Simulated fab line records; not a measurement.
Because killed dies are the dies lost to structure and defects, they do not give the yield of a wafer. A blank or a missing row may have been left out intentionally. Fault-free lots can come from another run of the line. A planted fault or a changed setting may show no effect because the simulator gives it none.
Struck lot and sound lot, side by side || flow gf180mcu || 14 steps out of a route of 602
Sound: these wafers, L277.1, L277.3, L277.4. Wafers struck: L267.3, L267.4, L267.6. At the end, the cause is stated.
Order at every step that has rows: each side's tool, ch and its chambers, its first start. Under that, the readings that differ: sound wafers || struck wafers || difference of the means || sigmas: that difference in standard deviations of wafers without a fault.
alike: words and numbers the same on both sides, and readings whose means are apart by under 2 such deviations; not compared: readings that were withheld, readings missing a value for some wafer, numbers with overlapping values and no deviation given by the record, and bounds like >300 which may hide the same value.
The two part at a step that has a row with sigmas, a row that says differs or no value, or rows on one side only. Numbers that have no deviation but don't overlap get no sigmas and don't part them. Lack of a reading on every wafer of one side parts them only where that side has two or more wafers.

first, 3 steps without rows for these wafers: GF_MVSD_EXPOSE_04 (exposes mask MVSD, target cd 1000 nm); GF_MVSD_PEB_05; GF_MVSD_DEVELOP_06 (develop time 60 s).
GF_MVSD_OVL_MEAS_07:
  sound: overlay-01 at day 8 08:06; struck: overlay-01 at day 5 20:06
  alike: MVSD_OVL
then, 2 steps without rows for these wafers: GF_MVSD_IMPLANT_08; GF_MVSD_IMPLANT_09.
GF_MVSD_STRIP_10: strips in O2/N2.
  sound on plasma asher-01 ch 0,1, day 8 08:26; struck on plasma asher-04 ch 0,1, day 5 20:28
  alike: drypump motor current A, heater power w, oes product au, strip time to endpoint s
  not compared: rf hours counter h
GF_MVSD_TW_MEAS_11:
  sound: film metro-01 at day 8 08:32; struck: film metro-04 at day 5 20:33
{"reading": "MVSD_TW", "sound": "1566 1571 1566", "struck": "1547 1559 1544", "difference": -18, "sigmas": -2}
then, 4 steps without rows for these wafers: GF_MVPSD_DEHYDRATE_00 (time 60 s); GF_MVPSD_HMDS_01 (prime time 60 s); GF_MVPSD_COAT_02 (resist thk 3000 nm); GF_MVPSD_SOFTBAKE_03.
GF_MVPSD_EXPOSE_04: exposes mask MVPSD, target cd 1000 nm.
  sound on iline stepper-02 ch 0, day 8 17:18; struck on iline stepper-02, day 6 04:10
  no value came back on the struck wafers for exposure dose mJ cm2, focus offset nm (nm); on the sound wafers exposure dose mJ cm2 reads 259.76 260.01 259.92
  alike: mask
then, 1 step without rows for these wafers: GF_MVPSD_PEB_05.

== WHERE THEY PART ==
At GF_MVSD_TW_MEAS_11 first; at GF_MVPSD_EXPOSE_04 last (within this record only).

WHY: what had been put in by the simulator
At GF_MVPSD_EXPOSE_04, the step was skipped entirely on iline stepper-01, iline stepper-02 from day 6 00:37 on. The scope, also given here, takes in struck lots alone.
